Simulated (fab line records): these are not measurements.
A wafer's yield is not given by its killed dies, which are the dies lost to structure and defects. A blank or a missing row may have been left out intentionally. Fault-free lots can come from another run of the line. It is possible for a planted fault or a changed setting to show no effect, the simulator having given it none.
fab line records	flow sky130
record lots=6	wafers=18	last-day=50
route steps=708 shown RES_XHIGH@339 SD_N@342 SD_P@359 PAD_OPEN@708
lots that met no fault: taken from a fault-free run of the same line
start-h: the number of hours between the record's first day and the start of the first shown wafer of the lot	wait-h: how many hours have passed since the lot's step before this one	" identical to the entry in the row above	L1.1+2: a row that stands for several wafers	- value missing, or start not given	* or withheld: withheld	< > ~ a bound
route shown NAME@n: a module of which the file shows steps, and the number in the route of the first	usual: the fault-free wafers' mean and standard deviation	same: alike in all rows	chamber/n: place in a boat	sites: per-site readings	_std_site: the standard deviation of these	_edge_site: outer sites' mean less inner sites'	radius-mm: how far each site lies from the wafer's centre	mask NAME#n: copy n	behind: the most recent tool/chamber to have shaped the wafer	hold: what put the lot on hold/how long, in hours/how the hold closed	device: the transistor (n, p or np) that didn't switch	end of line: the route-end tests of the same wafers	where a step has no rows: the recipe by itself	killed: the dies lost at the first sort to structure and to defects; this is not the yield of the wafer	map: a wafer's dies, marking killed ones x, the rest . and places with no die _
set.NAME: the setting that was run; set.NAME@STEP: the one run at that earlier step	model.NAME: the simulator's own value behind a step, which no gauge read
certain route steps with their lots: each step a table, each wafer a row
services: when a tool's chamber went out of use (start-h, in hours from the record's first day, below 0 if earlier), for how many hours, and the reason
## steps
# step SKY_RES_XHIGH_IMPLANT_07
# recipe species=BF2	energy-kev=20	dose-cm2=3.6e+14	tilt-deg=0
# step SKY_RES_XHIGH_STRIP_08
# recipe chemistry=O2/N2	power-w=1400	pressure-mtorr=1500	platen-temp-c=withheld	o2-flow-sccm=3000	n2-flow-sccm=300	overash-fraction=0.5
# usual drypump-motor-current-A=5.7/0.76	oes-product-au=0.711/0.0047	strip-time-to-endpoint-s=14.28/0.036
lot.wafer	tool	chamber	start-h	wait-h	drypump-motor-current-A	oes-product-au	rf-hours-counter-h	strip-time-to-endpoint-s
L684.1	plasma-asher-02	0	625.97	0.1	4.8	0.701	83	14.33
L684.5	"	0	"	"	4.8	0.714	-	14.33
L684.6	"	1	"	"	5.1	0.710	-	14.30
L688.2	plasma-asher-04	0	664.74	0.1	6.3	0.720	52	14.21
L688.3	"	1	"	"	4.7	0.716	-	14.27
L688.5	"	0	"	"	6.3	0.715	-	14.24
L690.4	plasma-asher-01	1	683.42	0.1	6.7	0.706	-	14.26
L690.5	"	1	"	"	6.6	0.712	-	14.25
L690.6	"	0	"	"	5.9	0.711	-	14.27
L700.2	plasma-asher-01	0	755.43	0.1	5.9	0.714	36	14.23
L700.3	"	0	"	"	5.9	0.706	-	14.27
L700.6	"	0	"	"	5.9	0.707	-	14.30
L703.1	plasma-asher-01	1	781.21	0.1	6.6	0.709	38	14.26
L703.2	"	0	"	"	5.9	0.720	38	14.32
L703.4	"	1	"	"	6.7	0.709	-	14.30
L706.1	plasma-asher-01	1	808.66	0.1	6.6	0.720	42	14.30
L706.4	"	0	"	"	5.9	0.710	-	14.29
L706.6	"	0	"	"	5.9	0.715	-	14.31
# step SKY_RES_XHIGH_TW_MEAS_09
# usual RES_XHIGH_TW=1638/18
lot.wafer	tool	chamber	start-h	wait-h	RES_XHIGH_TW
L684.1	film-metro-01	-	626.07	0.1	1661
L684.5	"	-	"	"	1654
L684.6	"	-	"	"	1657
L688.2	film-metro-03	-	664.85	0.1	1625
L688.3	"	-	"	"	1626
L688.5	"	-	"	"	1616
L690.4	film-metro-03	-	683.52	0.1	1623
L690.5	"	-	"	"	1612
L690.6	"	-	"	"	1615
L700.2	film-metro-04	-	755.54	0.1	1630
L700.3	"	-	"	"	1627
L700.6	"	-	"	"	1624
L703.1	film-metro-01	-	781.31	0.1	1665
L703.2	"	-	"	"	1654
L703.4	"	-	"	"	1663
L706.1	film-metro-01	-	808.76	0.1	1666
L706.4	"	-	"	"	1659
L706.6	"	-	"	"	1656
# step SKY_SD_N_DEHYDRATE_00
# recipe temp-c=200	time-s=60
# step SKY_SD_N_HMDS_01
# recipe prime-time-s=60	prime-temp-c=120
# step SKY_SD_N_COAT_02
# recipe resist=NOVOLAK	spin-rpm=3000	resist-thk-nm=1140
# step SKY_SD_N_SOFTBAKE_03
# recipe temp-c=90	time-s=60	resist=NOVOLAK
# step SKY_SD_N_EXPOSE_04
# recipe mask-id=NSDM	na=0.6	source-shape=conventional	sigma-outer=0.6	polarization=unpolarized	target-cd-nm=380	dose-mj=141
# step SKY_SD_N_PEB_05
# recipe temp-c=withheld	time-s=*	resist=NOVOLAK
# step SKY_SD_N_DEVELOP_06
# recipe resist=NOVOLAK	developer=TMAH	develop-time-s=60	dev-temp-c=23
# step SKY_SD_N_CD_MEAS_07
# recipe target-cd-nm=380
# usual cd-nm=379.7/2.4
lot.wafer	tool	chamber	start-h	wait-h	cd-nm
L684.1	cd-sem-01	-	655.12	0.1	380.1
L684.5	"	-	"	"	377.3
L684.6	"	-	"	"	378.1
L688.2	cd-sem-01	-	694.41	0.1	381.3
L688.3	"	-	"	"	383.2
L688.5	"	-	"	"	384.7
L690.4	cd-sem-01	-	711.96	0.2	378.4
L690.5	"	-	"	"	375.9
L690.6	"	-	"	"	376.4
L700.2	cd-sem-02	-	781.80	0.1	379.8
L700.3	"	-	"	"	381.8
L700.6	"	-	"	"	381.3
L703.1	cd-sem-01	-	806.78	0.1	379.7
L703.2	"	-	"	"	379.3
L703.4	"	-	"	"	376.9
L706.1	cd-sem-02	-	834.74	0.1	379.4
L706.4	"	-	"	"	380.0
L706.6	"	-	"	"	379.8
# step SKY_SD_N_OVL_MEAS_08
# usual SD_N_OVL=1.0/1.3
lot.wafer	tool	chamber	start-h	wait-h	SD_N_OVL[nm]
L684.1	overlay-01	-	655.24	0.1	3.0
L684.5	"	-	"	"	2.9
L684.6	"	-	"	"	1.3
L688.2	overlay-02	-	694.52	0.1	0.7
L688.3	"	-	"	"	1.5
L688.5	"	-	"	"	2.9
L690.4	overlay-02	-	712.04	0.1	1.1
L690.5	"	-	"	"	0.2
L690.6	"	-	"	"	3.7
L700.2	overlay-02	-	781.91	0.1	-0.1
L700.3	"	-	"	"	-1.0
L700.6	"	-	"	"	-0.7
L703.1	overlay-02	-	806.90	0.1	2.3
L703.2	"	-	"	"	2.2
L703.4	"	-	"	"	0.9
L706.1	overlay-02	-	834.86	0.1	3.2
L706.4	"	-	"	"	2.4
L706.6	"	-	"	"	2.5
# step SKY_SD_N_IMPLANT_09
# recipe species=As	energy-kev=50	dose-cm2=4e+15	tilt-deg=0
# usual beam-energy-keV=50.003/0.016	end-station-pressure-torr=1.48e-05/8.9e-07	tilt-deg=0.001/0.018
lot.wafer	tool	chamber	start-h	wait-h	beam-energy-keV	end-station-pressure-torr	tilt-deg	model.implant.rp-nm	model.implant.drp-nm
L684.1	implanter-01	0	655.28	0.0	50.020	1.58e-05	0.020	31.44	14.11
L684.5	"	0	"	"	50.009	1.63e-05	-0.022	31.44	14.11
L684.6	"	0	"	"	50.028	1.57e-05	-0.014	31.44	14.11
L688.2	implanter-01	0	694.57	0.0	52.397	1.63e-05	-0.022	32.41	14.62
L688.3	"	0	"	"	52.376	1.53e-05	0.005	32.41	14.62
L688.5	"	0	"	"	52.418	1.61e-05	-0.013	32.41	14.62
L690.4	implanter-01	0	712.13	0.1	52.394	1.5e-05	-0.004	32.01	14.62
L690.5	"	0	"	"	52.376	1.62e-05	-0.003	32.01	14.62
L690.6	"	0	"	"	52.411	1.56e-05	0.023	32.01	14.62
L700.2	implanter-04	0	781.96	0.0	50.003	1.38e-05	0.007	31.34	14.11
L700.3	"	0	"	"	49.989	1.4e-05	-0.011	31.34	14.11
L700.6	"	0	"	"	49.991	1.36e-05	0.009	31.34	14.11
L703.1	implanter-01	0	806.94	0.0	49.977	1.57e-05	0.004	32.18	14.11
L703.2	"	0	"	"	50.009	1.58e-05	0.003	32.18	14.11
L703.4	"	0	"	"	50.003	1.55e-05	-0.006	32.18	14.11
L706.1	implanter-04	0	834.90	0.0	49.997	1.39e-05	0.000	33.02	14.11
L706.4	"	0	"	"	49.996	1.44e-05	-0.040	33.02	14.11
L706.6	"	0	"	"	50.035	1.43e-05	-0.016	33.02	14.11
# step SKY_SD_N_IMPLANT_10
# recipe species=P	energy-kev=20	dose-cm2=1e+14	tilt-deg=0
# step SKY_SD_N_STRIP_11
# recipe chemistry=O2/N2	power-w=1400	pressure-mtorr=1500	platen-temp-c=withheld	o2-flow-sccm=3000	n2-flow-sccm=300	overash-fraction=0.5
# usual drypump-motor-current-A=6.0/0.74	oes-product-au=0.528/0.0048	strip-time-to-endpoint-s=22.57/0.042
lot.wafer	tool	chamber	start-h	wait-h	drypump-motor-current-A	oes-product-au	rf-hours-counter-h	strip-time-to-endpoint-s
L684.1	plasma-asher-02	0	655.58	0.1	4.8	0.530	86	22.61
L684.5	"	0	"	"	4.8	0.533	-	22.65
L684.6	"	1	"	"	5.0	0.533	-	22.65
L688.2	plasma-asher-03	1	694.85	0.1	6.7	0.525	102	22.95
L688.3	"	1	"	"	6.7	0.529	-	22.97
L688.5	"	0	"	"	6.5	0.532	-	22.95
L690.4	plasma-asher-03	0	712.39	0.1	6.5	0.519	-	22.96
L690.5	"	0	"	"	6.4	0.530	-	22.97
L690.6	"	1	"	"	6.7	0.535	-	22.95
L700.2	plasma-asher-03	0	782.24	0.1	6.5	0.531	4	22.59
L700.3	"	0	"	"	6.5	0.533	-	22.54
L700.6	"	0	"	"	6.5	0.535	-	22.57
L703.1	plasma-asher-02	1	807.24	0.1	5.1	0.527	98	22.58
L703.2	"	0	"	"	4.8	0.521	98	22.61
L703.4	"	0	"	"	4.8	0.522	-	22.59
L706.1	plasma-asher-01	1	835.20	0.1	6.7	0.532	45	22.57
L706.4	"	0	"	"	5.9	0.528	-	22.61
L706.6	"	1	"	"	6.7	0.518	-	22.59
# step SKY_SD_N_TW_MEAS_12
# usual SD_N_TW=3958/42
lot.wafer	tool	chamber	start-h	wait-h	SD_N_TW
L684.1	film-metro-03	-	655.68	0.1	3958
L684.5	"	-	"	"	3921
L684.6	"	-	"	"	3918
L688.2	film-metro-03	-	694.96	0.1	3970
L688.3	"	-	"	"	3963
L688.5	"	-	"	"	3966
L690.4	film-metro-03	-	712.49	0.1	3954
L690.5	"	-	"	"	3961
L690.6	"	-	"	"	3969
L700.2	film-metro-04	-	782.35	0.1	3929
L700.3	"	-	"	"	3946
L700.6	"	-	"	"	3933
L703.1	film-metro-03	-	807.34	0.1	3939
L703.2	"	-	"	"	3930
L703.4	"	-	"	"	3922
L706.1	film-metro-01	-	835.30	0.1	4023
L706.4	"	-	"	"	4040
L706.6	"	-	"	"	4037
# step SKY_SD_N_CLEAN_13
# recipe chemistry=SC1/SC2	mix=1:4:20	temp-c=70	time-s=150	dry=n2-spin
# step SKY_SD_N_RTA_14
# recipe temp-c=1075	time-s=2	idle-temp-c=650	ramp-up-c-per-s=150	ramp-down-c-per-s=90	ambient=N2
# usual anneal-temp-c-max=1079.2/0.85	lamp-power-pct=15.72/0.056	ramp-up-c-per-s=150.00/0.027	wafer_temp_C_max=1078.1/1.3
lot.wafer	tool	chamber	start-h	wait-h	anneal-temp-c-max	lamp-power-pct	ramp-up-c-per-s	wafer_temp_C_max
L684.1	rtp-anneal-02	0	655.79	0.0	1081.1	15.79	150.01	1079.1
L684.5	"	0	"	"	1079.2	15.72	150.01	1079.3
L684.6	"	0	"	"	1079.7	15.72	149.99	1077.1
L688.2	rtp-anneal-02	0	695.06	0.0	1080.4	15.73	149.99	1077.6
L688.3	"	0	"	"	1080.5	15.71	149.98	1077.3
L688.5	"	0	"	"	1079.2	15.76	150.01	1077.7
L690.4	rtp-anneal-02	0	712.60	0.0	1079.3	15.65	150.00	1077.5
L690.5	"	0	"	"	1078.6	15.71	149.98	1076.4
L690.6	"	0	"	"	1079.1	15.78	149.96	1079.2
L700.2	rtp-anneal-02	0	782.46	0.0	1079.3	15.77	150.00	1080.0
L700.3	"	0	"	"	1079.5	15.65	149.97	1076.9
L700.6	"	0	"	"	1079.4	15.73	149.94	1078.5
L703.1	rtp-anneal-01	0	807.45	0.0	1079.1	15.63	149.98	1079.8
L703.2	"	0	"	"	1080.2	15.75	150.00	1077.4
L703.4	"	0	"	"	1078.9	15.68	150.00	1080.5
L706.1	rtp-anneal-02	0	835.41	0.0	1078.2	15.66	149.97	1077.9
L706.4	"	0	"	"	1079.6	15.75	149.99	1077.3
L706.6	"	0	"	"	1080.0	15.71	150.02	1080.6
# step SKY_SD_N_RS_MEAS_16
# recipe thk-meas-gauge=four-point-probe
# usual SD_N_RS=68.53/0.15
lot.wafer	tool	chamber	start-h	wait-h	SD_N_RS[ohm/sq]
L684.1	film-metro-03	-	655.97	0.1	68.56
L684.5	"	-	"	"	68.41
L684.6	"	-	"	"	68.59
L688.2	film-metro-01	-	695.25	0.1	66.97
L688.3	"	-	"	"	66.91
L688.5	"	-	"	"	66.94
L690.4	film-metro-01	-	712.81	0.1	66.85
L690.5	"	-	"	"	66.74
L690.6	"	-	"	"	66.83
L700.2	film-metro-01	-	782.73	0.1	68.64
L700.3	"	-	"	"	68.51
L700.6	"	-	"	"	68.60
L703.1	film-metro-01	-	807.62	0.1	68.49
L703.2	"	-	"	"	68.57
L703.4	"	-	"	"	68.38
L706.1	film-metro-01	-	835.58	0.1	68.50
L706.4	"	-	"	"	68.52
L706.6	"	-	"	"	68.59
# step SKY_SD_N_RS_MEAS_17
# recipe thk-meas-gauge=four-point-probe
# usual SD_P_RS=147.0/0.45
lot.wafer	tool	chamber	start-h	wait-h	SD_P_RS[ohm/sq]
L684.1	film-metro-03	-	656.09	0.1	147.3
L684.5	"	-	"	"	147.2
L684.6	"	-	"	"	147.3
L688.2	film-metro-01	-	695.37	0.1	147.1
L688.3	"	-	"	"	147.0
L688.5	"	-	"	"	147.3
L690.4	film-metro-01	-	712.93	0.1	147.0
L690.5	"	-	"	"	146.9
L690.6	"	-	"	"	147.1
L700.2	film-metro-01	-	782.85	0.1	147.3
L700.3	"	-	"	"	147.4
L700.6	"	-	"	"	146.9
L703.1	film-metro-01	-	807.74	0.1	146.9
L703.2	"	-	"	"	147.2
L703.4	"	-	"	"	147.0
L706.1	film-metro-01	-	835.70	0.1	147.3
L706.4	"	-	"	"	147.5
L706.6	"	-	"	"	147.2
# step SKY_PAD_OPEN_PROBE_99
# usual killed_at_M0_to_M3=42/7	killed_at_M4_up=2.8/1.8	killed-at-contacts=24/5.8	killed-at-front-end=15/4.8	killed-at-other=0.3/0.56	killed-dies=84/11	killed-open=46/7.8	killed-short=38/6.3
# same gross-dies=492	killed-at-back-side=0
lot.wafer	tool	chamber	start-h	wait-h	killed_at_M0_to_M3	killed_at_M4_up	killed-at-contacts	killed-at-front-end	killed-at-other	killed-dies	killed-open	killed-short	model.etest.res-ndiff.rs-ohm-sq	model.etest.res-ndiff-hv.rs-ohm-sq
L684.1	prober-02	-	1084.14	0.1	41	1	27	14	0	83	44	39	120.4	113.1
L684.5	prober-02	-	1084.34	0.2	32	4	11	17	1	65	26	39	119.6	113.8
L684.6	prober-02	-	1084.39	0.2	29	2	20	12	1	64	36	28	121.5	114.8
L688.2	prober-02	-	1110.61	0.1	45	1	41	15	0	102	59	42	118.2	111.7
L688.3	prober-02	-	1110.66	0.2	57	4	29	16	1	107	65	42	119.3	112.8
L688.5	prober-02	-	1110.76	0.2	45	5	25	15	0	90	49	39	119.3	112.8
L690.4	prober-02	-	1123.05	0.2	38	3	29	14	0	84	46	38	120.1	114.2
L690.5	prober-02	-	1123.10	0.2	46	0	24	6	0	76	50	26	119.6	113.1
L690.6	prober-02	-	1123.15	0.2	41	5	35	9	0	90	55	35	120	114.1
L700.2	prober-02	-	1170.99	0.1	46	0	25	26	0	97	59	38	119.5	114.6
L700.3	prober-02	-	1171.04	0.2	47	5	25	16	0	93	53	40	122.1	114.5
L700.6	prober-02	-	1171.19	0.2	34	3	13	18	0	68	37	31	120.8	114.1
L703.1	prober-01	-	1187.21	0.1	44	4	16	4	0	68	34	34	119.6	113
L703.2	prober-01	-	1187.26	0.1	30	1	16	17	0	64	27	37	118.7	113
L703.4	prober-01	-	1187.36	0.2	43	2	27	15	0	87	53	34	119.8	112.7
L706.1	prober-02	-	1203.40	0.1	33	4	35	10	0	82	42	40	117.4	112.7
L706.4	prober-02	-	1203.55	0.2	29	0	21	6	0	56	33	23	116.1	111.2
L706.6	prober-02	-	1203.65	0.2	38	5	24	6	0	73	34	39	116.8	111.8
# killed by level:class
L684.1 CONTACT:geometric-particle:open=11 METAL2:geometric-particle:short=10 VIA1:geometric-particle:open=8 LOCAL_INTERCONNECT:geometric-particle:short=6 VIA2:geometric-particle:open=6 LI_CONTACT:geometric-particle:open=4 CONTACT:geometric-particle:short=4 METAL3:geometric-particle:short=4
L684.5 METAL2:geometric-particle:short=6 VIA2:geometric-particle:open=6 FIELD_ISO:geometric-particle:short=5 METAL1:geometric-particle:short=4 FIELD_ISO:geometric-particle:open=3 POLY_GATE:geometric-particle:short=3 LI_CONTACT:geometric-particle:open=3 CONTACT:geometric-particle:open=3
L684.6 CONTACT:geometric-particle:open=6 VIA2:geometric-particle:open=6 VIA1:geometric-particle:open=6 CONTACT:geometric-particle:short=5 POLY_GATE:geometric-particle:open=3 LI_CONTACT:geometric-particle:open=3 VIA2:geometric-particle:short=3 LOCAL_INTERCONNECT:geometric-particle:short=3
L688.2 LI_CONTACT:geometric-particle:open=13 CONTACT:geometric-particle:open=11 VIA1:geometric-particle:open=11 METAL1:geometric-particle:short=9 LOCAL_INTERCONNECT:geometric-particle:short=8 VIA3:geometric-particle:open=8 VIA2:geometric-particle:open=7 CONTACT:geometric-particle:short=5
L688.3 VIA2:geometric-particle:open=11 CONTACT:geometric-particle:open=10 VIA3:geometric-particle:open=9 LI_CONTACT:geometric-particle:open=8 METAL1:geometric-particle:short=8 METAL2:geometric-particle:short=7 VIA1:geometric-particle:open=7 POLY_GATE:geometric-particle:open=6
L688.5 VIA2:geometric-particle:open=11 LI_CONTACT:geometric-particle:open=9 VIA1:geometric-particle:open=9 METAL1:geometric-particle:short=9 CONTACT:geometric-particle:open=7 VIA3:geometric-particle:open=4 POLY_GATE:geometric-particle:short=3 POLY_CUT:geometric-particle:short=3
L690.4 LI_CONTACT:geometric-particle:open=8 VIA2:geometric-particle:open=8 VIA1:geometric-particle:open=7 VIA1:geometric-particle:short=6 CONTACT:geometric-particle:short=6 LOCAL_INTERCONNECT:geometric-particle:short=5 CONTACT:geometric-particle:open=5 FIELD_ISO:geometric-particle:open=3
L690.5 VIA1:geometric-particle:open=15 CONTACT:geometric-particle:open=11 VIA3:geometric-particle:open=6 LI_CONTACT:geometric-particle:open=5 METAL2:geometric-particle:short=5 VIA2:geometric-particle:open=4 FIELD_ISO:geometric-particle:open=3 CONTACT:geometric-particle:short=3
L690.6 LI_CONTACT:geometric-particle:open=14 VIA3:geometric-particle:open=10 CONTACT:geometric-particle:open=9 VIA1:geometric-particle:open=9 METAL2:geometric-particle:short=8 FIELD_ISO:geometric-particle:short=4 LOCAL_INTERCONNECT:geometric-particle:short=4 CONTACT:geometric-particle:short=4
L700.2 VIA1:geometric-particle:open=11 CONTACT:geometric-particle:open=10 POLY_GATE:geometric-particle:open=8 LI_CONTACT:geometric-particle:open=7 METAL2:geometric-particle:short=7 FIELD_ISO:geometric-particle:open=6 CONTACT:geometric-particle:short=6 VIA2:geometric-particle:open=6
L700.3 VIA2:geometric-particle:open=19 CONTACT:geometric-particle:open=8 CONTACT:geometric-particle:short=6 POLY_GATE:geometric-particle:open=5 VIA1:geometric-particle:open=5 METAL4:geometric-particle:short=5 LI_CONTACT:geometric-particle:open=4 METAL1:geometric-particle:short=4
L700.6 VIA3:geometric-particle:open=9 CONTACT:geometric-particle:open=8 FIELD_ISO:geometric-particle:short=5 METAL1:geometric-particle:short=5 VIA1:geometric-particle:open=5 VIA2:geometric-particle:open=4 METAL2:geometric-particle:short=4 SONOS_ONO:geometric-particle:short=3
L703.1 VIA1:geometric-particle:short=9 VIA1:geometric-particle:open=8 VIA2:geometric-particle:open=8 CONTACT:geometric-particle:open=5 LOCAL_INTERCONNECT:geometric-particle:short=4 METAL2:geometric-particle:short=4 LI_CONTACT:geometric-particle:open=3 CONTACT:geometric-particle:short=3
L703.2 METAL2:geometric-particle:short=7 POLY_GATE:geometric-particle:open=6 POLY_GATE:geometric-particle:short=5 VIA1:geometric-particle:open=5 VIA2:geometric-particle:open=5 LI_CONTACT:geometric-particle:short=4 CONTACT:geometric-particle:open=4 LI_CONTACT:geometric-particle:open=3
L703.4 CONTACT:geometric-particle:open=12 VIA1:geometric-particle:open=10 VIA2:geometric-particle:open=9 LI_CONTACT:geometric-particle:open=8 METAL1:geometric-particle:short=8 POLY_GATE:geometric-particle:short=7 VIA3:geometric-particle:open=4 POLY_GATE:geometric-particle:open=3
L706.1 CONTACT:geometric-particle:open=11 LI_CONTACT:geometric-particle:open=9 VIA1:geometric-particle:open=7 VIA2:geometric-particle:open=6 METAL2:geometric-particle:short=6 LI_CONTACT:geometric-particle:short=5 CONTACT:geometric-particle:short=5 LOCAL_INTERCONNECT:geometric-particle:short=4
L706.4 LI_CONTACT:geometric-particle:open=8 VIA3:geometric-particle:open=5 CONTACT:geometric-particle:open=5 VIA2:geometric-particle:open=4 FIELD_ISO:geometric-particle:open=3 METAL2:geometric-particle:open=3 LOCAL_INTERCONNECT:geometric-particle:short=3 VIA1:geometric-particle:short=3
L706.6 CONTACT:geometric-particle:open=9 LI_CONTACT:geometric-particle:open=6 METAL2:geometric-particle:short=6 LI_CONTACT:geometric-particle:short=5 VIA2:geometric-particle:open=5 VIA1:geometric-particle:short=5 VIA1:geometric-particle:open=4 METAL1:geometric-particle:short=4
## services
tool	chamber	start-h	hours	kind
rtp-anneal-02	-	663.35	2.7	pm
plasma-asher-04	-	676.69	28.1	pm
plasma-asher-02	-	678.05	23.5	repair
plasma-asher-02	-	701.50	2.8	pm
plasma-asher-01	-	721.63	1.6	repair
rtp-anneal-02	-	724.12	0.9	pm
plasma-asher-03	-	733.75	9.0	pm
plasma-asher-03	0	733.75	9.0	vent-cycle
plasma-asher-03	1	733.75	9.0	vent-cycle
plasma-asher-03	0	742.75	-	clean
plasma-asher-03	1	742.75	-	clean
implanter-04	-	750.00	3.3	pm
implanter-01	-	755.64	2.4	repair
plasma-asher-02	-	788.47	6.8	repair
implanter-01	-	799.19	1.5	repair
plasma-asher-02	-	805.37	1.3	repair
plasma-asher-03	-	806.11	4.6	repair
plasma-asher-04	-	822.80	3.4	repair
## key
first-sign step=SKY_SD_N_IMPLANT_09	reading=beam-energy-keV	direction=up	sigmas=99+	usual=*	struck=*
effect step=SKY_SD_N_STRIP_11	reading=strip-time-to-endpoint-s	direction=up	sigmas=9.3	usual=*	struck=*
effect step=SKY_SD_N_RS_MEAS_16	reading=SD_N_RS	direction=down	sigmas=11	usual=68.53	struck=66.88
model-effect step=SKY_SD_N_IMPLANT_09	value=implant.rp-nm	without=31	struck=32.21
model-effect step=SKY_PAD_OPEN_PROBE_99	value=etest.res-ndiff.rs-ohm-sq	without=121.9	struck=119.4
met-at SKY_SD_N_IMPLANT_09
struck-wafers L688.2,L688.3,L688.5,L690.4,L690.5,L690.6
tester-left-out L688,L690
onset-between 655.28 694.57
earlier-fault kind=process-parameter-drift	tool=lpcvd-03	chamber=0	onset-h=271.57	steps=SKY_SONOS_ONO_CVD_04	channel=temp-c	offset=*	shape=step	end-h=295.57	stated=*
fault kind=process-parameter-drift	tool=implanter-01	chamber=-	onset-h=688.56	steps=SKY_SD_N_IMPLANT_09	channel=energy-kev	offset=*	shape=step	end-h=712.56	acts-in=*	stated=*
# tester-left-out: of these lots the tester's yield and bins aren't shown, on N5 and GAA mostly nor the transistor test; their killed dies are dies lost to structure and defects alone, not to doping, threshold or leakage, so they don't give the yield
